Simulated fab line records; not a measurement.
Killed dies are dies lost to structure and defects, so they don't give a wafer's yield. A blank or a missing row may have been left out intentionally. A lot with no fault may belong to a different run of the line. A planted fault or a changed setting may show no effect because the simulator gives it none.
fab line records	flow gf180mcu	part 1 of 2: steps 1 to 30 of 40
record: lots: 5	wafers: 15	lastDay: 32
route steps=602 shown HV_LDD@227 NSD@235 PSD@248 SAB@264
lots untouched by any fault: they come from a run of this same line in which no faults occurred
startH: hours from the record's opening day to when the first of the lot's shown wafers began	waitH: how many hours have passed since the lot's step before this one	" same as the row above	L1.1+2: a single row standing in for several wafers	- no value, or no start was given	* or withheld: withheld	< > ~ a bound
route shown NAME@n: NAME is a module with steps in the file, n the number in the route of the first one	usual: mean and standard deviation over wafers with no fault	same: alike in all rows	chamber/n: place in a boat	sites: each site's reading	_std_site: the values' standard deviation	_edge_site: outer sites' mean less inner sites'	radiusMm: for every site, how far away it sits from the centre of the wafer	mask NAME#n: copy n	behind: tool/chamber where the wafer was last shaped	hold: why the lot went on hold/how many hours it stayed there/how the hold came to an end	device: whichever transistor did not switch (one of n, p or np)	end of line: the same wafers' tests at the end of the route	a step without rows: its recipe alone	killed: dies lost to structure and defects at the first sort, not the wafer's yield	map: a wafer's dies, marking killed ones x, the rest . and places with no die _
set.NAME: the setting as run; set.NAME@STEP: as run at that earlier step	model.NAME: the simulator's own value behind a step, which no gauge read
certain route steps with their lots: each step a table, each wafer a row
services: a tool's chamber out of use, with start hour (startH, from the record's first day; less than 0 if before it), hours out, and reason
== steps ==
step: GF_HV_LDD_CLEAN_51
recipe: chemistry: SC1/SC2	mix: 1:4:20	tempC: 70	timeS: 150	dry: n2Spin
lot.wafer	tool	chamber	startH	waitH
L074.2+3+5	wetBench-04	3	269.74	0.0
L079.1+3+4	wetBench-01	3	309.08	0.1
L085.3+5+6	wetBench-02	0	352.59	0.0
L088.1+5+6	wetBench-01	0	381.32	0.1
L090.2+3+6	wetBench-02	3	394.06	0.0
step: GF_HV_LDD_RTA_52
recipe: tempC: 1000	timeS: 10.53	ambient: N2
usual: lampPowerPct: 32.2/1.1	wafer_temp_C_max: 1005.9/1.4
lot.wafer	tool	chamber	startH	waitH	lampPowerPct	wafer_temp_C_max
L074.2	rtpAnneal-01	0	269.81	0.0	33.2	1003.9
L074.3	"	0	"	"	33.2	1005.6
L074.5	"	0	"	"	33.2	1006.0
L079.1	rtpAnneal-02	0	309.13	0.0	30.9	1007.6
L079.3	"	0	"	"	30.9	1008.6
L079.4	"	0	"	"	30.9	1006.2
L085.3	rtpAnneal-02	0	352.66	0.0	30.9	1006.6
L085.5	"	0	"	"	30.8	1007.8
L085.6	"	0	"	"	30.9	1007.4
L088.1	rtpAnneal-02	0	381.37	0.0	30.9	1007.8
L088.5	"	0	"	"	30.9	1006.5
L088.6	"	0	"	"	30.9	1006.7
L090.2	rtpAnneal-01	0	394.13	0.0	33.1	1003.9
L090.3	"	0	"	"	33.2	1005.7
L090.6	"	0	"	"	33.2	1005.9
step: GF_HV_LDD_RS_MEAS_53
recipe: thkMeasGauge: four-point-probe
usual: HV_LDD_RS: 419.6/0.98
lot.wafer	tool	chamber	startH	waitH	HV_LDD_RS[ohm/sq]
L074.2	filmMetro-01	-	269.88	0.1	420.8
L074.3	"	-	"	"	419.5
L074.5	"	-	"	"	419.2
L079.1	filmMetro-04	-	309.19	0.1	420.2
L079.3	"	-	"	"	418.6
L079.4	"	-	"	"	418.5
L085.3	filmMetro-01	-	352.79	0.1	419.5
L085.5	"	-	"	"	419.6
L085.6	"	-	"	"	418.3
L088.1	filmMetro-03	-	381.44	0.1	418.5
L088.5	"	-	"	"	417.8
L088.6	"	-	"	"	418.4
L090.2	filmMetro-01	-	394.20	0.1	419.6
L090.3	"	-	"	"	419.6
L090.6	"	-	"	"	419.0
step: GF_HV_LDD_CVD_54
recipe: material: SiO2	targetThkNm: 10	precursor: TEOS	tempC: 680	timeS: 75	pressureMtorr: 400
usual: zonePowerUpperPct: 10.1/1.2
lot.wafer	tool	chamber	startH	waitH	zonePowerUpperPct
L074.2	lpcvd-01	0	273.33	3.4	9.0
L074.3	"	0	"	"	9.1
L074.5	"	0	"	"	9.2
L079.1	lpcvd-02	0	309.44	0.2	12.0
L079.3	"	0	"	"	11.9
L079.4	"	0	"	"	11.7
L085.3	lpcvd-02	0	352.87	0.1	11.9
L085.5	"	0	"	"	12.0
L085.6	"	0	"	"	12.0
L088.1	lpcvd-02	1	381.56	0.1	10.3
L088.5	"	1	"	"	10.3
L088.6	"	1	"	"	10.2
L090.2	lpcvd-02	0	394.30	0.1	11.9
L090.3	"	0	"	"	11.9
L090.6	"	0	"	"	11.8
step: GF_HV_LDD_THK_MEAS_55
recipe: reads: SiO2_of_HV_LDD_CVD_54
usual: HV_LDD_CVD_54_THK: 10.07/0.13
lot.wafer	tool	chamber	startH	waitH	HV_LDD_CVD_54_THK[nm]
L074.2	filmMetro-03	-	274.37	0.0	10.16
L074.3	"	-	"	"	10.17
L074.5	"	-	"	"	10.16
L079.1	filmMetro-01	-	310.46	0.0	9.99
L079.3	"	-	"	"	9.98
L079.4	"	-	"	"	10.06
L085.3	filmMetro-01	-	353.92	0.0	10.31
L085.5	"	-	"	"	10.16
L085.6	"	-	"	"	10.28
L088.1	filmMetro-03	-	382.58	0.0	9.97
L088.5	"	-	"	"	9.96
L088.6	"	-	"	"	10.04
L090.2	filmMetro-03	-	395.39	0.1	10.19
L090.3	"	-	"	"	10.22
L090.6	"	-	"	"	10.23
step: GF_HV_LDD_CVD_56
recipe: material: Si3N4	precursor: DCS/NH3	targetThkNm: 90	tempC: 770	timeS: 1543	pressureMtorr: 250
usual: zonePowerUpperPct: 12.8/1.4
lot.wafer	tool	chamber	startH	waitH	zonePowerUpperPct
L074.2	lpcvd-02	0	277.66	3.3	15.1
L074.3	"	0	"	"	15.4
L074.5	"	0	"	"	15.2
L079.1	lpcvd-02	1	310.52	0.1	13.0
L079.3	"	1	"	"	13.1
L079.4	"	1	"	"	13.2
L085.3	lpcvd-01	1	353.96	0.0	12.0
L085.5	"	1	"	"	11.9
L085.6	"	1	"	"	11.8
L088.1	lpcvd-02	1	382.64	0.1	13.1
L088.5	"	1	"	"	13.2
L088.6	"	1	"	"	13.3
L090.2	lpcvd-01	1	395.44	0.0	11.7
L090.3	"	1	"	"	11.7
L090.6	"	1	"	"	11.7
step: GF_HV_LDD_THK_MEAS_57
recipe: reads: Si3N4_of_HV_LDD_CVD_56
usual: HV_LDD_CVD_56_THK: 90.4/0.79
lot.wafer	tool	chamber	startH	waitH	HV_LDD_CVD_56_THK[nm]
L074.2	filmMetro-01	-	279.10	0.0	90.8
L074.3	"	-	"	"	90.6
L074.5	"	-	"	"	90.8
L079.1	filmMetro-01	-	311.95	0.0	89.6
L079.3	"	-	"	"	89.8
L079.4	"	-	"	"	89.6
L085.3	filmMetro-01	-	355.40	0.0	89.5
L085.5	"	-	"	"	89.6
L085.6	"	-	"	"	89.4
L088.1	filmMetro-03	-	384.07	0.0	91.7
L088.5	"	-	"	"	92.4
L088.6	"	-	"	"	90.8
L090.2	filmMetro-03	-	396.88	0.0	91.0
L090.3	"	-	"	"	89.9
L090.6	"	-	"	"	91.1
step: GF_HV_LDD_ETCHBACK_58
recipe: chemistry: CH3F/O2	target: Si3N4	stopOn: SiO2	sourceW: 400	biasW: 80	pressureMtorr: 25	ch3fFlowSccm: 40	O2_flow_sccm: 30	timeS: 100	targetDepthA: 900
usual: ch3fFlowSccm: 39.99/0.11	drypumpMotorCurrentA: 5.6/0.47	oesProductAu: 0.845/0.0058	throttleValvePct: 10.562/0.0088
lot.wafer	tool	chamber	startH	waitH	ch3fFlowSccm	drypumpMotorCurrentA	oesProductAu	rfHoursCounterH	throttleValvePct
L074.2	rieDiel-03	3	279.15	0.0	39.97	6.3	0.848	35	10.565
L074.3	"	0	"	"	40.02	6.1	0.849	123	10.566
L074.5	"	1	"	"	40.04	5.7	0.852	-	10.566
L079.1	rieDiel-03	2	312.01	0.1	39.88	5.9	0.841	15	10.549
L079.3	"	0	"	"	40.01	6.1	0.845	124	10.551
L079.4	"	1	"	"	39.77	5.7	0.843	71	10.549
L085.3	rieDiel-03	1	355.44	0.0	39.80	5.7	0.845	72	10.547
L085.5	"	1	"	"	39.81	5.7	0.846	-	10.562
L085.6	"	3	"	"	39.75	6.3	0.836	-	10.553
L088.1	rieDiel-04	3	384.13	0.1	40.07	5.5	0.851	9	10.568
L088.5	"	3	"	"	40.14	5.5	0.857	-	10.560
L088.6	"	2	"	"	40.03	5.2	0.846	-	10.568
L090.2	rieDiel-01	3	396.93	0.0	40.08	6.2	0.849	38	10.561
L090.3	"	0	"	"	39.94	4.7	0.845	64	10.564
L090.6	"	2	"	"	39.90	5.9	0.848	-	10.557
step: GF_NSD_DEHYDRATE_00
recipe: tempC: 200	timeS: 60
usual: plateTempC: 200.00/0.16
lot.wafer	tool	chamber	startH	waitH	plateTempC
L074.2	lithoTrack-03	0	288.28	9.1	200.14
L074.3	"	0	"	"	200.46
L074.5	"	0	"	"	200.18
L079.1	lithoTrack-02	0	322.28	10.2	200.33
L079.3	"	0	"	"	200.19
L079.4	"	0	"	"	200.02
L085.3	lithoTrack-02	0	366.03	10.5	199.93
L085.5	"	0	"	"	200.01
L085.6	"	0	"	"	200.01
L088.1	lithoTrack-03	0	395.45	11.3	200.10
L088.5	"	0	"	"	199.92
L088.6	"	0	"	"	199.76
L090.2	lithoTrack-02	0	407.95	11.0	200.16
L090.3	"	0	"	"	199.88
L090.6	"	0	"	"	199.96
step: GF_NSD_HMDS_01
recipe: primeTimeS: 60	primeTempC: 120
lot.wafer	tool	chamber	startH	waitH
L074.2+3+5	lithoTrack-03	0	288.43	0.1
L079.1+3+4	lithoTrack-02	0	322.43	0.1
L085.3+5+6	lithoTrack-02	0	366.18	0.1
L088.1+5+6	lithoTrack-03	0	395.60	0.1
L090.2+3+6	lithoTrack-02	0	408.10	0.1
step: GF_NSD_COAT_02
recipe: resist: NOVOLAK	spinRpm: 3000	resistThkNm: 1000
lot.wafer	tool	chamber	startH	waitH
L074.2+3+5	lithoTrack-03	0	288.58	0.1
L079.1+3+4	lithoTrack-02	0	322.58	0.1
L085.3+5+6	lithoTrack-02	0	366.33	0.1
L088.1+5+6	lithoTrack-03	0	395.75	0.1
L090.2+3+6	lithoTrack-02	0	408.25	0.1
step: GF_NSD_SOFTBAKE_03
recipe: tempC: 90	timeS: 60	resist: NOVOLAK
usual: plateTempC: 90.03/0.12
lot.wafer	tool	chamber	startH	waitH	plateTempC
L074.2	lithoTrack-03	0	288.73	0.1	90.05
L074.3	"	0	"	"	89.97
L074.5	"	0	"	"	89.95
L079.1	lithoTrack-02	0	322.73	0.1	90.08
L079.3	"	0	"	"	90.18
L079.4	"	0	"	"	90.15
L085.3	lithoTrack-02	0	366.48	0.1	90.08
L085.5	"	0	"	"	90.09
L085.6	"	0	"	"	90.18
L088.1	lithoTrack-03	0	395.90	0.1	90.07
L088.5	"	0	"	"	90.04
L088.6	"	0	"	"	90.17
L090.2	lithoTrack-02	0	408.40	0.1	89.99
L090.3	"	0	"	"	90.10
L090.6	"	0	"	"	89.79
step: GF_NSD_EXPOSE_04
recipe: maskId: Nplus	targetCdNm: 400	na: 0.6	sourceShape: conventional	sigmaOuter: 0.6	doseMj: 140
same: na: 0.6
lot.wafer	tool	chamber	startH	waitH	mask
L074.2+3+5	ilineStepper-01	0	-	-	Nplus#0
L079.1+3+4	ilineStepper-02	0	-	-	Nplus#0
L085.3+5+6	ilineStepper-02	0	-	-	Nplus#0
L088.1+5+6	ilineStepper-02	0	-	-	Nplus#0
L090.2+3+6	ilineStepper-01	0	-	-	Nplus#0
step: GF_NSD_PEB_05
recipe: tempC: withheld	timeS: *	resist: NOVOLAK
lot.wafer	tool	chamber	startH	waitH
L074.2+3+5	lithoTrack-03	0	-	-
L079.1+3+4	lithoTrack-03	0	-	-
L085.3+5+6	lithoTrack-03	0	-	-
L088.1+5+6	lithoTrack-02	0	-	-
L090.2+3+6	lithoTrack-03	0	-	-
step: GF_NSD_DEVELOP_06
recipe: developTimeS: 60	devTempC: 23
lot.wafer	tool	chamber	startH	waitH
L074.2+3+5	lithoTrack-03	0	299.03	0.1
L079.1+3+4	lithoTrack-03	0	332.65	0.1
L085.3+5+6	lithoTrack-03	0	377.05	0.1
L088.1+5+6	lithoTrack-02	0	406.83	0.1
L090.2+3+6	lithoTrack-03	0	420.12	0.1
step: GF_NSD_CD_MEAS_07
recipe: targetCdNm: 400
usual: cdNm: 400.7/2.5
lot.wafer	tool	chamber	startH	waitH	cdNm
L074.2	cdSem-01	-	299.17	0.1	401.1
L074.3	"	-	"	"	403.7
L074.5	"	-	"	"	402.7
L079.1	cdSem-01	-	332.80	0.1	402.4
L079.3	"	-	"	"	401.5
L079.4	"	-	"	"	402.4
L085.3	cdSem-02	-	377.19	0.1	398.8
L085.5	"	-	"	"	398.7
L085.6	"	-	"	"	399.9
L088.1	cdSem-01	-	406.98	0.1	402.1
L088.5	"	-	"	"	400.4
L088.6	"	-	"	"	401.7
L090.2	cdSem-01	-	420.27	0.1	399.6
L090.3	"	-	"	"	399.1
L090.6	"	-	"	"	400.0
step: GF_NSD_OVL_MEAS_08
usual: NSD_OVL: -0.3/1.4
lot.wafer	tool	chamber	startH	waitH	NSD_OVL[nm]
L074.2	overlay-01	-	299.28	0.1	-0.4
L074.3	"	-	"	"	0.3
L074.5	"	-	"	"	0.1
L079.1	overlay-02	-	332.92	0.1	-0.7
L079.3	"	-	"	"	-1.1
L079.4	"	-	"	"	-1.7
L085.3	overlay-02	-	377.28	0.1	0.0
L085.5	"	-	"	"	0.6
L085.6	"	-	"	"	0.4
L088.1	overlay-01	-	407.10	0.1	-1.5
L088.5	"	-	"	"	-0.4
L088.6	"	-	"	"	-0.3
L090.2	overlay-01	-	420.37	0.1	1.6
L090.3	"	-	"	"	-0.4
L090.6	"	-	"	"	0.4
step: GF_NSD_IMPLANT_09
recipe: species: As	energyKev: 60	doseCm2: 4e+15	tiltDeg: 7
usual: beamEnergyKeV: 60.000/0.018
lot.wafer	tool	chamber	startH	waitH	beamEnergyKeV
L074.2	implanter-02	0	299.33	0.0	60.006
L074.3	"	0	"	"	60.022
L074.5	"	0	"	"	59.990
L079.1	implanter-02	0	332.96	0.0	59.989
L079.3	"	0	"	"	59.989
L079.4	"	0	"	"	60.000
L085.3	implanter-04	0	377.36	0.1	59.985
L085.5	"	0	"	"	60.011
L085.6	"	0	"	"	60.001
L088.1	implanter-01	0	407.13	0.0	60.000
L088.5	"	0	"	"	59.991
L088.6	"	0	"	"	59.969
L090.2	implanter-02	0	420.43	0.0	59.988
L090.3	"	0	"	"	59.980
L090.6	"	0	"	"	59.995
step: GF_NSD_IMPLANT_10
recipe: species: P	energyKev: 40	doseCm2: 5e+14	tiltDeg: 7
usual: beamEnergyKeV: 40.003/0.013
lot.wafer	tool	chamber	startH	waitH	beamEnergyKeV
L074.2	implanter-02	0	299.48	0.1	40.008
L074.3	"	0	"	"	40.015
L074.5	"	0	"	"	40.001
L079.1	implanter-02	0	333.11	0.1	40.012
L079.3	"	0	"	"	40.021
L079.4	"	0	"	"	39.999
L085.3	implanter-04	0	377.51	0.1	40.001
L085.5	"	0	"	"	39.995
L085.6	"	0	"	"	40.020
L088.1	implanter-01	0	407.28	0.1	40.007
L088.5	"	0	"	"	40.031
L088.6	"	0	"	"	40.019
L090.2	implanter-02	0	420.58	0.1	40.007
L090.3	"	0	"	"	40.001
L090.6	"	0	"	"	40.022
step: GF_NSD_STRIP_11
recipe: chemistry: O2/N2	powerW: 1400	pressureMtorr: 1500	platenTempC: 250	o2FlowSccm: 3000	n2FlowSccm: 300	overashFraction: 0.5
usual: drypumpMotorCurrentA: 5.6/0.57	heaterPowerW: 339/48	oesProductAu: 0.488/0.0048	stripTimeToEndpointS: 22.95/0.047
lot.wafer	tool	chamber	startH	waitH	drypumpMotorCurrentA	heaterPowerW	oesProductAu	rfHoursCounterH	stripTimeToEndpointS
L074.2	plasmaAsher-03	0	299.61	0.1	6.3	349	0.482	51	22.99
L074.3	"	0	"	"	6.2	363	0.496	-	23.00
L074.5	"	1	"	"	5.7	322	0.495	-	23.01
L079.1	plasmaAsher-03	0	333.26	0.1	6.2	352	0.483	56	22.98
L079.3	"	0	"	"	6.2	349	0.493	-	22.98
L079.4	"	1	"	"	5.8	323	0.481	-	22.94
L085.3	plasmaAsher-03	1	377.64	0.1	5.8	326	0.483	-	22.98
L085.5	"	1	"	"	5.8	321	0.484	-	22.98
L085.6	"	0	"	"	6.2	354	0.480	-	22.92
L088.1	plasmaAsher-03	1	407.43	0.1	5.8	320	0.491	67	22.92
L088.5	"	1	"	"	5.8	321	0.491	-	22.90
L088.6	"	0	"	"	6.2	348	0.488	-	22.96
L090.2	plasmaAsher-03	0	420.70	0.1	6.2	352	0.492	68	22.92
L090.3	"	0	"	"	6.2	345	0.489	-	22.94
L090.6	"	1	"	"	5.8	317	0.493	-	22.93
step: GF_NSD_TW_MEAS_12
usual: NSD_TW: 4258/38
lot.wafer	tool	chamber	startH	waitH	NSD_TW
L074.2	filmMetro-02	-	299.72	0.1	4254
L074.3	"	-	"	"	4286
L074.5	"	-	"	"	4260
L079.1	filmMetro-01	-	333.36	0.1	4190
L079.3	"	-	"	"	4197
L079.4	"	-	"	"	4199
L085.3	filmMetro-02	-	377.73	0.1	4257
L085.5	"	-	"	"	4257
L085.6	"	-	"	"	4235
L088.1	filmMetro-03	-	407.53	0.1	4273
L088.5	"	-	"	"	4283
L088.6	"	-	"	"	4269
L090.2	filmMetro-03	-	420.81	0.1	4338
L090.3	"	-	"	"	4304
L090.6	"	-	"	"	4314
step: GF_PSD_DEHYDRATE_00
recipe: tempC: 200	timeS: 60
usual: plateTempC: 200.01/0.16
lot.wafer	tool	chamber	startH	waitH	plateTempC
L074.2	lithoTrack-02	0	309.10	9.4	200.01
L074.3	"	0	"	"	200.10
L074.5	"	0	"	"	200.08
L079.1	lithoTrack-04	0	343.62	10.3	199.91
L079.3	"	0	"	"	199.87
L079.4	"	0	"	"	199.76
L085.3	lithoTrack-02	0	388.68	10.9	199.75
L085.5	"	0	"	"	199.97
L085.6	"	0	"	"	200.00
L088.1	lithoTrack-02	0	418.98	11.4	199.93
L088.5	"	0	"	"	200.23
L088.6	"	0	"	"	199.93
L090.2	lithoTrack-04	0	431.95	11.1	199.86
L090.3	"	0	"	"	200.41
L090.6	"	0	"	"	200.03
step: GF_PSD_HMDS_01
recipe: primeTimeS: 60	primeTempC: 120
lot.wafer	tool	chamber	startH	waitH
L074.2+3+5	lithoTrack-02	0	309.25	0.1
L079.1+3+4	lithoTrack-04	0	343.77	0.1
L085.3+5+6	lithoTrack-02	0	388.83	0.1
L088.1+5+6	lithoTrack-02	0	419.13	0.1
L090.2+3+6	lithoTrack-04	0	432.10	0.1
step: GF_PSD_COAT_02
recipe: resist: NOVOLAK	spinRpm: 3000	resistThkNm: 1000
lot.wafer	tool	chamber	startH	waitH
L074.2+3+5	lithoTrack-02	0	309.40	0.1
L079.1+3+4	lithoTrack-04	0	343.92	0.1
L085.3+5+6	lithoTrack-02	0	388.98	0.1
L088.1+5+6	lithoTrack-02	0	419.28	0.1
L090.2+3+6	lithoTrack-04	0	432.25	0.1
step: GF_PSD_SOFTBAKE_03
recipe: tempC: 90	timeS: 60	resist: NOVOLAK
usual: plateTempC: 90.00/0.13
lot.wafer	tool	chamber	startH	waitH	plateTempC
L074.2	lithoTrack-02	0	309.55	0.1	89.93
L074.3	"	0	"	"	89.82
L074.5	"	0	"	"	90.04
L079.1	lithoTrack-04	0	344.07	0.1	90.10
L079.3	"	0	"	"	89.94
L079.4	"	0	"	"	90.00
L085.3	lithoTrack-02	0	389.13	0.1	90.20
L085.5	"	0	"	"	90.17
L085.6	"	0	"	"	90.33
L088.1	lithoTrack-02	0	419.43	0.1	90.07
L088.5	"	0	"	"	89.97
L088.6	"	0	"	"	90.12
L090.2	lithoTrack-04	0	432.40	0.1	90.12
L090.3	"	0	"	"	89.81
L090.6	"	0	"	"	89.80
step: GF_PSD_EXPOSE_04
recipe: maskId: Pplus	targetCdNm: 400	na: 0.6	sourceShape: conventional	sigmaOuter: 0.6	doseMj: 140
same: na: 0.6
lot.wafer	tool	chamber	startH	waitH	mask
L074.2+3+5	ilineStepper-01	0	-	-	Pplus#0
L079.1+3+4	ilineStepper-01	0	-	-	Pplus#0
L085.3+5+6	ilineStepper-01	0	-	-	Pplus#0
L088.1+5+6	ilineStepper-01	0	-	-	Pplus#0
L090.2+3+6	ilineStepper-01	0	-	-	Pplus#0
step: GF_PSD_PEB_05
recipe: tempC: withheld	timeS: *	resist: NOVOLAK
lot.wafer	tool	chamber	startH	waitH
L074.2+3+5	lithoTrack-04	0	-	-
L079.1+3+4	lithoTrack-04	0	-	-
L085.3+5+6	lithoTrack-01	0	-	-
L088.1+5+6	lithoTrack-02	0	-	-
L090.2+3+6	lithoTrack-01	0	-	-
step: GF_PSD_DEVELOP_06
recipe: developTimeS: 60	devTempC: 23
lot.wafer	tool	chamber	startH	waitH
L074.2+3+5	lithoTrack-04	0	320.25	0.1
L079.1+3+4	lithoTrack-04	0	354.47	0.1
L085.3+5+6	lithoTrack-01	0	400.33	0.1
L088.1+5+6	lithoTrack-02	0	431.03	0.1
L090.2+3+6	lithoTrack-01	0	444.35	0.1
step: GF_PSD_CD_MEAS_07
recipe: targetCdNm: 400
usual: cdNm: 400.1/2.4
lot.wafer	tool	chamber	startH	waitH	cdNm
L074.2	cdSem-02	-	320.39	0.1	400.5
L074.3	"	-	"	"	399.1
L074.5	"	-	"	"	400.3
L079.1	cdSem-01	-	354.62	0.1	400.7
L079.3	"	-	"	"	402.0
L079.4	"	-	"	"	401.5
L085.3	cdSem-02	-	400.47	0.1	405.6
L085.5	"	-	"	"	404.6
L085.6	"	-	"	"	405.5
L088.1	cdSem-02	-	431.18	0.1	400.7
L088.5	"	-	"	"	401.8
L088.6	"	-	"	"	403.0
L090.2	cdSem-01	-	444.49	0.1	402.6
L090.3	"	-	"	"	401.3
L090.6	"	-	"	"	401.6
step: GF_PSD_OVL_MEAS_08
usual: PSD_OVL: 0.3/1.3
lot.wafer	tool	chamber	startH	waitH	PSD_OVL[nm]
L074.2	overlay-02	-	320.50	0.1	-0.8
L074.3	"	-	"	"	0.9
L074.5	"	-	"	"	-0.4
L079.1	overlay-01	-	354.74	0.1	1.0
L079.3	"	-	"	"	-1.2
L079.4	"	-	"	"	-3.4
L085.3	overlay-02	-	400.56	0.1	1.8
L085.5	"	-	"	"	-0.2
L085.6	"	-	"	"	0.0
L088.1	overlay-01	-	431.30	0.1	0.2
L088.5	"	-	"	"	1.4
L088.6	"	-	"	"	-0.1
L090.2	overlay-02	-	444.60	0.1	-0.6
L090.3	"	-	"	"	1.6
L090.6	"	-	"	"	1.1
